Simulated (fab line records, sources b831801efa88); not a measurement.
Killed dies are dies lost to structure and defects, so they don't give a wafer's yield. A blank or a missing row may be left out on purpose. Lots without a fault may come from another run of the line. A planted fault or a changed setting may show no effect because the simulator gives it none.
A struck lot beside a sound one | flow sfq_line | 21 steps out of a route of 325
Sound: wafers L695.1, L695.3, L695.5. Struck: wafers L706.3, L706.6. (L706.2 of the same lot was not struck and is left out.) The cause comes at the end.
At each step with rows: each side's tool, then ch and its chambers, then its first start. Under that, the readings that differ: sound wafers | struck wafers | difference of the means | sigmas: that difference in standard deviations of wafers without a fault.
alike: readings whose means differ by less than 2 such deviations, and words and numbers that are the same on both sides. not compared: withheld readings, readings that some wafer has no value for, bounds like >300 that may hide the same value, and numbers for which the record gives no deviation and whose values overlap.
The two part at a step that has a row with sigmas, a row that says differs or no value, or rows on one side only. Numbers that don't overlap but have no deviation are shown without sigmas and don't part them. A reading that every wafer of one side lacks parts them only if that side has two wafers or more.

first, 2 steps without rows for these wafers: SFQ_TRILAYER_M3_LITHO_PEB_078 (peb time 60 s); SFQ_TRILAYER_M3_LITHO_DEVELOP_077 (time 60 s).
SFQ_M3_OVL_MEAS_921:
  sound on overlay-01, day 33 15:55; struck on overlay-02, day 46 20:22
  alike: M3_OVL
SFQ_TRILAYER_M3_BARC_OPEN_METAL_ETCH_100: etches BARC in O2, target depth 125 nm, time 41.7 s.
  sound on rie_metal-02 ch 0,1, day 33 15:57; struck on rie_metal-01 ch 1, day 46 20:24
  alike: drypump_motor_current_A, he_backside_leak_sccm, oes_product_au
  not compared: rf_hours_counter_h
then, 1 step without rows for these wafers: SFQ_TRILAYER_M3_ETCH_METAL_ETCH_078 (etches Nb in Cl2/Ar, stops on SiO2, target depth 240 nm, time 120 s).
SFQ_TRILAYER_M3_STRIP_STRIP_079: strips in O2.
  sound on rie_metal-02 ch 0,1, day 33 16:08; struck on rie_metal-01 ch 1, day 46 20:39
  reading                      | sound          | struck    | difference | sigmas
  he_backside_leak_sccm (sccm) | 3.32 3.32 3.61 | 3.13 2.93 | -0.39      | -2
  alike: drypump_motor_current_A, oes_product_au, platen_temp_c
  not compared: rf_hours_counter_h
then, 1 step without rows for these wafers: SFQ_TRILAYER_M3_STRIP_SOLV_CLEAN_080 (cleans in NMP, time 600 s).
SFQ_TRILAYER_I3_DEP_PECVD_081: deposits SiO2 from SiH4/N2O, time 111.11 s, target thk 500 nm.
  sound on pecvd-02 ch 0, day 33 16:55; struck on pecvd-02 ch 0,1, day 46 21:37
  alike: heater_power_w, susceptor_temp_C, throttle_valve_pct
SFQ_TRILAYER_I3_CMP_CMP_082: polishes SiO2.
  sound on cmp-01 ch 1,3, day 35 03:36; struck on cmp-02 ch 0,1, day 48 00:44
  alike: motor_current_A, platen_rpm, time_to_endpoint_s
SFQ_I3_BOW_MEAS_922:
  sound on film_metro-04, day 35 06:06; struck on film_metro-01, day 48 03:45
  alike: I3_BOW
then, 2 steps without rows for these wafers: SFQ_TRILAYER_I3_METRO_MEASURE_083; SFQ_TRILAYER_I3_VIA_LITHO_COAT_090 (resist thk 62 nm).
SFQ_TRILAYER_I3_VIA_LITHO_COAT_085: resist thk 650 nm.
  sound on litho_track-01 ch 0, day 35 07:43; struck on litho_track-01 ch 0, day 48 05:34
  reading                                                 | sound           | struck    | difference | sigmas
  model.KrF_of_TRILAYER_I3_VIA_LITHO_COAT_085.thk_nm (nm) | 646.8 649.6 648 | 672 669.3 | +23        |
then, 4 steps without rows for these wafers: SFQ_TRILAYER_I3_VIA_LITHO_SOFTBAKE_089; SFQ_TRILAYER_I3_VIA_LITHO_EXPOSE_086 (exposes mask I3, target cd 500 nm); SFQ_TRILAYER_I3_VIA_LITHO_PEB_088 (peb time 60 s); SFQ_TRILAYER_I3_VIA_LITHO_DEVELOP_087 (time 60 s).
-- the record jumps here: 4 days lie between the struck wafers' starts before and after --
SFQ_I3_OVL_MEAS_923:
  sound on overlay-01, day 41 03:16; struck on overlay-02, day 52 06:56
  alike: I3_OVL
SFQ_TRILAYER_I3_VIA_BARC_OPEN_VIA_ETCH_121: etches BARC in O2, target depth 125 nm, time 41.7 s.
  sound on rie_diel-02 ch 2,3, day 41 03:19; struck on rie_diel-04 ch 2, day 52 06:58
  alike: drypump_motor_current_A, oes_product_au
  not compared: rf_hours_counter_h
SFQ_TRILAYER_I3_VIA_ETCH_VIA_ETCH_088: etches SiO2 in CHF3, stops on Nb, target depth 260 nm.
  sound on rie_diel-02 ch 2,3, day 41 03:21; struck on rie_diel-04 ch 2, day 52 07:01
  reading                                                 | sound           | struck    | difference | sigmas
  model.KrF_of_TRILAYER_I3_VIA_LITHO_COAT_085.thk_nm (nm) | 526 528.5 527.5 | 550.6 548 | +22.0      |
  alike: drypump_motor_current_A, oes_product_au
then, 1 step without rows for these wafers: SFQ_TRILAYER_I3_VIA_STRIP_STRIP_089 (strips in O2).

WHERE THEY PART
Only at SFQ_TRILAYER_M3_STRIP_STRIP_079, within this record. Later steps at which nothing parts them and some readings are alike: SFQ_TRILAYER_I3_DEP_PECVD_081, SFQ_TRILAYER_I3_CMP_CMP_082, SFQ_I3_BOW_MEAS_922, SFQ_I3_OVL_MEAS_923, SFQ_TRILAYER_I3_VIA_BARC_OPEN_VIA_ETCH_121, SFQ_TRILAYER_I3_VIA_ETCH_VIA_ETCH_088.

WHY: what the simulator had put in
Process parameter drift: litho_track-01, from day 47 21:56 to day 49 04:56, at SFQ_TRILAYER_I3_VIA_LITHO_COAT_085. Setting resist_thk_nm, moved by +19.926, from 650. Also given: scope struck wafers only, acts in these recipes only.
